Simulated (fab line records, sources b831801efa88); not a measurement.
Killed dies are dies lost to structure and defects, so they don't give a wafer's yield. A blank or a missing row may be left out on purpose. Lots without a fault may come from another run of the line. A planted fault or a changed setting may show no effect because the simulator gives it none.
Chamber matching | flow gf180mcu | GF_V2_STRIP_19 on wet_bench-04: 3 sister chambers
The step strips in post etch residue remover, time 1200 s. 3 wafers are shown with their chamber, then 4 later ones without.

WAFERS WITH THEIR CHAMBER
wafer  | chamber | bath_guard_temp_C (C)
L642.5 | 3       | 72.3
L644.5 | 1       | 72.7
L652.5 | 0       | 73.3

WAFERS WITHOUT THEIR CHAMBER
wafer  | bath_guard_temp_C (C)
L652.6 | 73.2
L654.1 | 72.7
L654.2 | 72.8
L654.5 | 72.6

WHICH CHAMBER EACH WENT THROUGH
wafer  | from the rows above | in truth
L652.6 | 0                   | 0
L654.1 | 1                   | 1
L654.2 | 1                   | 1
L654.5 | 1                   | 1
Placed correctly: 4 of 4. Can't be placed from these rows: 0. Placed wrongly: 0.
How it was worked out, from the rows above alone: a wafer's distance from a chamber is the root of the sum, over the readings, of the square of ((its reading less the chamber's mean) divided by the reading's scatter). The wafer belongs to the nearest chamber; if the next one is less than 2 further off, it can't be placed. A chamber's mean is the mean of its shown wafers. The scatter: with one shown wafer a chamber, the root of the mean of the squares of how far each hidden wafer lies from its nearest shown one.
